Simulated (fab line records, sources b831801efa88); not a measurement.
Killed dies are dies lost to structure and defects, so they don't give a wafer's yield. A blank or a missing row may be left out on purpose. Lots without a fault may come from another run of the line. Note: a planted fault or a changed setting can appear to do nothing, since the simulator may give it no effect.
The tool behind it: which one? | flow gf180mcu | 39 wafers from 13 lots sampled at 4 of the route's 602 steps

## WHAT EACH GAUGE READ, for each wafer
GF_V4_THK_MEAS_25: measures by xrf.
lot  | measured     | on            | V4_W_THK (nm)
L638 | day 25 02:13 | film-metro-03 | 358 359 356
L640 | day 25 16:24 | film-metro-03 | 354 363 353
L642 | day 26 07:05 | film-metro-03 | 367 358 367
L643 | day 26 14:20 | film-metro-01 | 346 351 349
L644 | day 27 06:46 | film-metro-03 | 360 351 363
L646 | day 27 18:41 | film-metro-03 | 355 355 355
L647 | day 27 22:25 | film-metro-04 | 362 353 350
L651 | day 29 06:17 | film-metro-03 | 363 361 358
L653 | day 29 18:58 | film-metro-01 | 351 358 353
L655 | day 30 14:14 | film-metro-01 | 343 347 349
L657 | day 30 17:35 | film-metro-03 | 356 363 355
L658 | day 31 08:08 | film-metro-01 | 340 341 351
L660 | day 31 13:56 | film-metro-04 | 358 361 360

GF_V5_THK_MEAS_01.
lot  | measured     | on            | V5_CVD_00_THK (nm)
L638 | day 26 22:40 | film-metro-02 | 299.1 302.5 298.5
L640 | day 27 12:22 | film-metro-02 | 298.6 303.6 300.9
L642 | day 28 02:13 | film-metro-02 | 301.4 303.6 301.7
L643 | day 28 08:35 | film-metro-04 | 301.8 301.8 299.8
L644 | day 29 00:22 | film-metro-02 | 298.7 297.9 298.3
L646 | day 29 11:29 | film-metro-02 | 297.5 297.1 295.5
L647 | day 29 13:43 | film-metro-02 | 300.9 295.1 299.7
L651 | day 30 22:09 | film-metro-01 | 294.6 299.6 301.2
L653 | day 31 09:13 | film-metro-01 | 299.3 299.3 301.7
L655 | day 32 03:02 | film-metro-02 | 304.8 294.2 295.1
L657 | day 32 06:48 | film-metro-04 | 297.0 299.0 298.0
L658 | day 32 19:50 | film-metro-02 | 299.1 297.3 293.4
L660 | day 33 01:32 | film-metro-04 | 298.1 297.7 297.7

## WHICH TOOL RAN EACH LOT (tool, then ch and the chambers of the sampled wafers, then the start)
lot  | GF_V4_SPUTTER_21             | GF_M5_ETCH_09
L638 | pvd-sputter-02, day 25 01:53 | rie-diel-01 ch 0,2, day 26 21:52
L640 | pvd-sputter-03, day 25 16:04 | rie-diel-04 ch 2,3, day 27 10:20
L642 | pvd-sputter-02, day 26 06:45 | rie-diel-04 ch 2,3, day 28 01:23
L643 | pvd-sputter-04, day 26 14:00 | rie-diel-04 ch 0,1, day 28 07:52
L644 | pvd-sputter-03, day 27 06:26 | rie-diel-02 ch 0,1, day 28 23:36
L646 | pvd-sputter-04, day 27 18:21 | rie-diel-04 ch 0,2,3, day 29 10:46
L647 | pvd-sputter-03, day 27 22:05 | rie-diel-04 ch 0,1,3, day 29 13:01
L651 | pvd-sputter-02, day 29 05:57 | rie-diel-02 ch 1,2, day 30 21:19
L653 | pvd-sputter-03, day 29 18:37 | rie-diel-04 ch 0,1, day 31 08:31
L655 | pvd-sputter-03, day 30 13:54 | rie-diel-04 ch 2,3, day 32 02:19
L657 | pvd-sputter-04, day 30 17:14 | rie-diel-02 ch 1,2,3, day 32 06:04
L658 | pvd-sputter-04, day 31 07:47 | rie-diel-02 ch 0,2,3, day 32 19:07
L660 | pvd-sputter-04, day 31 13:35 | rie-diel-01 ch 1,2, day 33 00:49
- GF_V4_SPUTTER_21: material Ti, target thk 15 nm, time 80.02 s.
- GF_M5_ETCH_09: etches Si3N4 in CF4/O2, target depth 52 nm, time 11.6 s.

## AS READ BY THE TOOLS THEMSELVES (means over the sampled wafers that have a number; for cases with no such wafer, the mark the record gives instead)
GF_V4_SPUTTER_21.
lot  | tool           | throttle-valve-pct (%)
L638 | pvd-sputter-02 | 31.8
L640 | pvd-sputter-03 | 29.9
L642 | pvd-sputter-02 | 30.9
L643 | pvd-sputter-04 | 29.6
L644 | pvd-sputter-03 | 29.9
L646 | pvd-sputter-04 | 30.3
L647 | pvd-sputter-03 | 29.6
L651 | pvd-sputter-02 | 31.6
L653 | pvd-sputter-03 | 29.6
L655 | pvd-sputter-03 | 29.8
L657 | pvd-sputter-04 | 30.2
L658 | pvd-sputter-04 | 30.3
L660 | pvd-sputter-04 | 30.1

GF_M5_ETCH_09.
lot  | tool        | cf4-flow-sccm (sccm) | drypump-motor-current-A (A) | oes-product-au (a.u.) | throttle-valve-pct (%)
L638 | rie-diel-01 | 79.99                | 5.1                         | 0.999                 | 5.973
L640 | rie-diel-04 | 80.03                | 6.1                         | 0.994                 | 5.964
L642 | rie-diel-04 | 79.93                | 6.1                         | 0.995                 | 5.963
L643 | rie-diel-04 | 80.13                | 6.1                         | 1.002                 | 5.974
L644 | rie-diel-02 | 79.90                | 5.9                         | 0.995                 | 5.977
L646 | rie-diel-04 | 79.90                | 6.0                         | 0.995                 | 5.974
L647 | rie-diel-04 | 80.04                | 6.2                         | 0.994                 | 5.976
L651 | rie-diel-02 | 80.02                | 6.1                         | 1.000                 | 5.969
L653 | rie-diel-04 | 79.89                | 6.1                         | 1.227                 | 6.035
L655 | rie-diel-04 | 79.83                | 6.1                         | 1.220                 | 6.035
L657 | rie-diel-02 | 80.07                | 5.9                         | 1.003                 | 5.963
L658 | rie-diel-02 | 80.19                | 6.1                         | 1.006                 | 5.969
L660 | rie-diel-01 | 80.00                | 5.4                         | 0.986                 | 5.969

## THE ANSWER, worked out from the rows above alone
Rule: usual is defined by the lots themselves. The widest of any qualifying gaps counts: lots, ordered by their means at a reading, are off when they make up no more than a third of the lots, leave a main group of 4 or more, and stand apart from it by 3 or more times the standard deviation of that group's means. Not used: any main group whose means are identical at the precision the tables above print for the reading. A lot without any number at a reading at which 4 lots or more have one is off too. Where the step has rows for the other lots, those lots are counted as sound. The gauges are gone through in route order, then the tools' own readings, and for those a lot's mean is taken as printed above. The first step at which some lot is off is used, and at that step the reading that is off furthest; a lot without a number counts as furthest.
Off, at GF_M5_ETCH_09 on oes-product-au: L653, L655. For the main group the mean is 0.997 a.u. and the standard deviation 0.0053.
If a tool, at that step or one of the process steps before it, ran each lot that is off and ran no sound lot following the first of them, it fits. Can't be told from this: 2 tools fit, pvd-sputter-03 at GF_V4_SPUTTER_21, rie-diel-04 at GF_M5_ETCH_09.

## WHAT THE SIMULATOR PUT IN
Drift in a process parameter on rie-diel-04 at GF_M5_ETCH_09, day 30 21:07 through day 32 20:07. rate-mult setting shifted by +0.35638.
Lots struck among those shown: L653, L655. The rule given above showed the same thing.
